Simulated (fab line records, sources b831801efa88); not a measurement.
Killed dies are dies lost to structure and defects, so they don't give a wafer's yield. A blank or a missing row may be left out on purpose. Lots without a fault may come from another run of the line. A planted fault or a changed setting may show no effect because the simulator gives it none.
Problem report in the 8D (eight disciplines) form, filled by code | flow sfq_line | the parts of the form that need people (team, actions taken, sign-off) are left out

1. THE PROBLEM
I3_OVL at SFQ_I3_OVL_MEAS_923 reads a mean of 151 nm on 12 wafers of 4 lots; wafers without a fault read -3 nm with a standard deviation of 5.9. That is +26 standard deviations from the usual mean.
First seen on wafer L242.1, day 47 18:05, on overlay-01. The record holds 48 wafers of 16 lots with a number at this step. Rule for "out", or "out of limits": more than 4 standard deviations from the usual mean. The other wafers with a number count as sound.

2. WHAT IT IS AND WHAT IT IS NOT
question                    | is                     | is not
which readings at this step | I3_OVL                 | -
which lots                  | L242, L243, L244, L245 | L230, L231, L232, L233, L234, L235, L236, L237, L240, L247, L248, L252
which wafers of those lots  | all that have a number | -
read on which gauges        | overlay-01, overlay-02 | -
when                        | from day 47 18:05      | up to then (27 sound wafers); but 9 sound wafers of L247, L248, L252 came after

3. SUSPECTS, AND WHAT RULES EACH OUT
Counting: a tool at a process step up to the reading stays a suspect if it ran every lot that is out and no sound lot after the first of them.
- the gauge at SFQ_I3_OVL_MEAS_923: ruled out. The wafers that are out were read on 2 gauges (overlay-01, overlay-02).
- krf_scanner-01 at SFQ_TRILAYER_I3_VIA_LITHO_EXPOSE_086 (exposes mask I3, target cd 500 nm): kept. It ran every lot that is out, first L242 (day 47 16:35), and no sound lot after that; its last sound lot up to then is L240 (day 46 18:20).
Left after counting: krf_scanner-01 at SFQ_TRILAYER_I3_VIA_LITHO_EXPOSE_086.

4. THE CAUSE (what the simulator had put in)
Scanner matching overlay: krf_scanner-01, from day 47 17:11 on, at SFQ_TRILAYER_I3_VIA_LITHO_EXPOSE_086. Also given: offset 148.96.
Counting left only this tool.

5. THE CHAIN OF EFFECTS, in route order
Each row: a reading whose mean over the struck wafers that have a number lies more than 3 standard deviations from the usual. Only readings for which the record gives a usual standard deviation are gone through. hours: the time from each lot's start at the first step in this table that gives one to its start at this step, as a median over the lots. sigmas: the change in usual standard deviations.
hours | step                | reading | usual | on struck wafers | change | sigmas
0     | SFQ_I3_OVL_MEAS_923 | I3_OVL  | -3 nm | 151              | +154   | +26

6. WHAT WOULD HAVE CAUGHT IT SOONER
In this record the first reading out of limits at a measuring or inspecting step was taken at day 47 18:05, 1 hour after the fault began at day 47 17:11.
Of the lots that are out (4), L244, L245 began SFQ_TRILAYER_I3_VIA_LITHO_EXPOSE_086 on krf_scanner-01 after day 47 18:05. A hold on the tool at that time would have spared those 2.
